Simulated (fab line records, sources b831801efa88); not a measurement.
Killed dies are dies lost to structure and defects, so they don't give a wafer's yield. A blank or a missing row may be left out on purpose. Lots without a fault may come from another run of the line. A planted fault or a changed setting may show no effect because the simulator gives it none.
One fault seen from 2 desks | flow gf180mcu | each desk has only its own numbers; what lay behind them comes last

THE METROLOGY DESK
What the gauges read, lot by lot, whatever tool the lot ran on: means of the sampled wafers that have a number. A lot is out of limits, marked OUT, if its mean lies more than 4 standard deviations from the usual mean; the brackets give that distance.
Columns: A = VT_IMPLANT_OVL at GF_VT_IMPLANT_OVL_MEAS_07, usual 0.7 nm; B = LVPWELL_RS at GF_VT_IMPLANT_RS_MEAS_48, usual 1197 ohm/sq; C = MVPSD_RS at GF_VT_IMPLANT_RS_MEAS_49, usual 1169 ohm/sq
lot  | first seen here | A    | B               | C
L200 | day 5 15:10     | 1.3  | 1198            | 1172
L202 | day 6 04:43     | 1.6  | 1200            | 1169
L203 | day 6 08:13     | 0.5  | 1198            | 1169
L204 | day 6 15:05     | 1.6  | 1200            | 1174
L206 | day 7 03:28     | 0.0  | 1213 (+4.6) OUT | 1168
L209 | day 7 21:12     | 0.9  | 1200            | 1169
L210 | day 8 06:52     | 2.5  | 1207            | 1173
L215 | day 9 12:45     | -0.1 | 1193            | 1172
L218 | day 10 08:39    | 1.6  | 1196            | 1165
L219 | day 10 13:52    | -2.3 | 1202            | 1170
L220 | day 10 18:31    | 1.2  | 1201            | 1172
L223 | day 11 13:58    | -1.1 | 1193            | 1168
This desk's finding: out of limits on L206; first on L206, day 9 05:56 (LVPWELL_RS at GF_VT_IMPLANT_RS_MEAS_48). In limits: L200, L202, L203, L204, L209, L210, L215, L218, L219, L220, L223.

THE TOOL OWNER'S DESK: implanter-02
The tool's own readings at GF_LVPWELL_IMPLANT_08: means of the sampled wafers that have a number, for each lot that ran on this tool. A lot is out of limits, marked OUT, if its mean lies more than 4 standard deviations from the usual mean; the brackets give that distance.
Columns: A = beam_energy_keV at GF_LVPWELL_IMPLANT_08, usual 170.00
lot  | first seen here | A
L200 | day 3 21:29     | 170.03
L202 | day 4 09:13     | 169.98
L203 | day 4 12:36     | 169.94
L204 | day 4 18:56     | 170.01
L206 | day 5 06:28     | 169.98
L210 | day 6 06:43     | 170.03
This desk's finding: nothing out of limits on any of the 6 lots.

PUT TOGETHER
The metrology desk could have raised an alarm at day 9 05:56, on L206.
The tool owner's desk saw nothing out of limits.
The tool owner's desk has L206 on record, within its limits.
Of the lots named, all ran GF_LVPWELL_IMPLANT_08 on implanter-02.

WHAT THE SIMULATOR HAD PUT IN
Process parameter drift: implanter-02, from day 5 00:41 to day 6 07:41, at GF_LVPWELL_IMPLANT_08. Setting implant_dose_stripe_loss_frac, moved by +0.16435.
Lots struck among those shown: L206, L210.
Hours from the fault's start to each desk's first reading out of limits: the metrology desk, 101.
